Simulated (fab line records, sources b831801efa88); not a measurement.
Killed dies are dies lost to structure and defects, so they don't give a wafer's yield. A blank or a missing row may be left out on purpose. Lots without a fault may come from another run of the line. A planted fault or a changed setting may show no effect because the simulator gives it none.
Chamber matching | flow sky130 | SKY_FIELD_ISO_CMP_27 on cmp-01: 4 sister chambers
The step polishes, stops on Si3N4, t overpolish 16 s, target thk 457.8 nm. 4 wafers are shown with their chamber, then 11 later ones without.

WAFERS WITH THEIR CHAMBER
wafer  | chamber | motor_current_A (A)
L806.2 | 0       | 12.6
L810.1 | 3       | 11.0
L810.6 | 2       | 11.5
L814.1 | 1       | 11.4

WAFERS WITHOUT THEIR CHAMBER
wafer  | motor_current_A (A)
L814.2 | 12.6
L814.6 | 12.1
L819.1 | 11.9
L819.3 | 12.0
L819.6 | 12.0
L820.1 | 12.1
L820.2 | 12.2
L820.5 | 11.9
L821.3 | 12.4
L821.5 | 10.5
L821.6 | 12.1

WHICH CHAMBER EACH WENT THROUGH
wafer  | from the rows above               | in truth
L814.2 | 0                                 | 0
L814.6 | can't be placed: 0 or 2 or 1 or 3 | 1
L819.1 | can't be placed: 2 or 1 or 0 or 3 | 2
L819.3 | can't be placed: 2 or 0 or 1 or 3 | 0
L819.6 | can't be placed: 2 or 0 or 1 or 3 | 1
L820.1 | can't be placed: 0 or 2 or 1 or 3 | 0
L820.2 | can't be placed: 0 or 2 or 1 or 3 | 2
L820.5 | can't be placed: 2 or 1 or 0 or 3 | 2
L821.3 | can't be placed: 0 or 2 or 1      | 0
L821.5 | can't be placed: 3 or 1 or 2      | 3
L821.6 | can't be placed: 0 or 2 or 1 or 3 | 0
Placed correctly: 1 of 11. Can't be placed from these rows: 10 (the true chamber is among the candidates in 10). Placed wrongly: 0.
How it was worked out, from the rows above alone: a wafer's distance from a chamber is the root of the sum, over the readings, of the square of ((its reading less the chamber's mean) divided by the reading's scatter). The wafer belongs to the nearest chamber; if the next one is less than 2 further off, it can't be placed. A chamber's mean is the mean of its shown wafers. The scatter: with one shown wafer a chamber, the root of the mean of the squares of how far each hidden wafer lies from its nearest shown one.
